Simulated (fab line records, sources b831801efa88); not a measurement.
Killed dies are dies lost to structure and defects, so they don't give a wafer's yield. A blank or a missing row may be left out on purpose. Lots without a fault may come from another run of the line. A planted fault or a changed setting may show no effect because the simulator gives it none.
A struck lot beside a sound one | flow sky130 | 14 steps out of a route of 708
Sound: wafers L427.2, L427.3, L427.5. Struck: wafers L421.2, L421.5, L421.6. The cause comes at the end.
At each step with rows: each side's tool, then ch and its chambers, then its first start. Under that, the readings that differ: sound wafers | struck wafers | difference of the means | sigmas: that difference in standard deviations of wafers without a fault.
alike: readings whose means differ by less than 2 such deviations, and words and numbers that are the same on both sides. not compared: withheld readings, readings that some wafer has no value for, bounds like >300 that may hide the same value, and numbers for which the record gives no deviation and whose values overlap.
The two part at a step that has a row with sigmas, a row that says differs or no value, or rows on one side only. Numbers that don't overlap but have no deviation are shown without sigmas and don't part them. A reading that every wafer of one side lacks parts them only if that side has two wafers or more.

first, 1 step without rows for these wafers: SKY_FIELD_ISO_DEVELOP_12 (develop time 60 s).
SKY_FIELD_ISO_CD_MEAS_13: target cd 150 nm.
  sound on cd_sem-02, day 5 09:46; struck on cd_sem-01, day 4 05:10
  alike: cd_nm
SKY_FIELD_ISO_ETCH_14: etches BARC in N2/H2, stops on SiO2, time 45.9 s, target depth 60 nm.
  sound on rie_diel-01 ch 0,1,3, day 5 09:52; struck on rie_diel-04 ch 2,3, day 4 05:16
  alike: drypump_motor_current_A, oes_product_au, throttle_valve_pct
  not compared: rf_hours_counter_h
SKY_FIELD_ISO_ETCH_15: etches the open film in CHF3/O2, stops on Si, target depth 180 nm, time 72 s.
  sound on rie_diel-01 ch 0,1,3, day 5 09:54; struck on rie_diel-04 ch 2,3, day 4 05:18
  alike: O2_flow_sccm, chf3_flow_sccm, drypump_motor_current_A, oes_product_au, throttle_valve_pct
  not compared: rf_hours_counter_h
SKY_FIELD_ISO_STRIP_16: strips in O2/N2.
  sound on plasma_asher-01 ch 0, day 5 09:57; struck on plasma_asher-01 ch 0,1, day 4 05:22
  alike: drypump_motor_current_A, oes_product_au, strip_time_to_endpoint_s
  not compared: rf_hours_counter_h
SKY_FIELD_ISO_ETCH_17: etches Si in HBr/Cl2/O2, target depth 342 nm, time 97.7 s.
  sound on rie_si-02 ch 2,3, day 5 10:03; struck on rie_si-01 ch 2,3, day 4 05:28
  alike: O2_flow_sccm, drypump_motor_current_A, oes_product_au, throttle_valve_pct
  not compared: rf_hours_counter_h
then, 5 steps without rows for these wafers: SKY_FIELD_ISO_WET_ETCH_18 (etches Si3N4 in H3PO4, target depth 25 nm, time 276.3 s); SKY_FIELD_ISO_CLEAN_19 (cleans in SC1/SC2, time 150 s); SKY_FIELD_ISO_CLEAN_20 (cleans in dHF, time 20 s); SKY_FIELD_ISO_WET_ETCH_21 (etches SiO2 in dHF, target depth 20 nm, time 400 s); SKY_FIELD_ISO_OXIDATION_22 (stabilise 600 s, purge 300 s, target thk 10 nm).
SKY_FIELD_ISO_THK_MEAS_23:
  sound on film_metro-02, day 5 12:34; struck on film_metro-02, day 4 07:13
  alike: FIELD_ISO_OXIDATION_01_THK
SKY_FIELD_ISO_CVD_24: deposits SiO2, target thk 595 nm, time 99.2 s.
  sound on hdpcvd-02 ch 0,1, day 5 12:37; struck on hdpcvd-01 ch 0,2, day 4 07:16
  no value came back on the struck wafers for pressure_mtorr (mTorr), run_length_s (s); on the sound wafers pressure_mtorr (mTorr) reads 6.014 6.003 6.015
SKY_PAD_OPEN_PROBE_99:
  the record has rows for the sound wafers here (prober-02, day 49 20:31) and none for the struck ones

WHERE THEY PART
First at SKY_FIELD_ISO_CVD_24; last, within this record, at SKY_PAD_OPEN_PROBE_99.

WHY: what the simulator had put in
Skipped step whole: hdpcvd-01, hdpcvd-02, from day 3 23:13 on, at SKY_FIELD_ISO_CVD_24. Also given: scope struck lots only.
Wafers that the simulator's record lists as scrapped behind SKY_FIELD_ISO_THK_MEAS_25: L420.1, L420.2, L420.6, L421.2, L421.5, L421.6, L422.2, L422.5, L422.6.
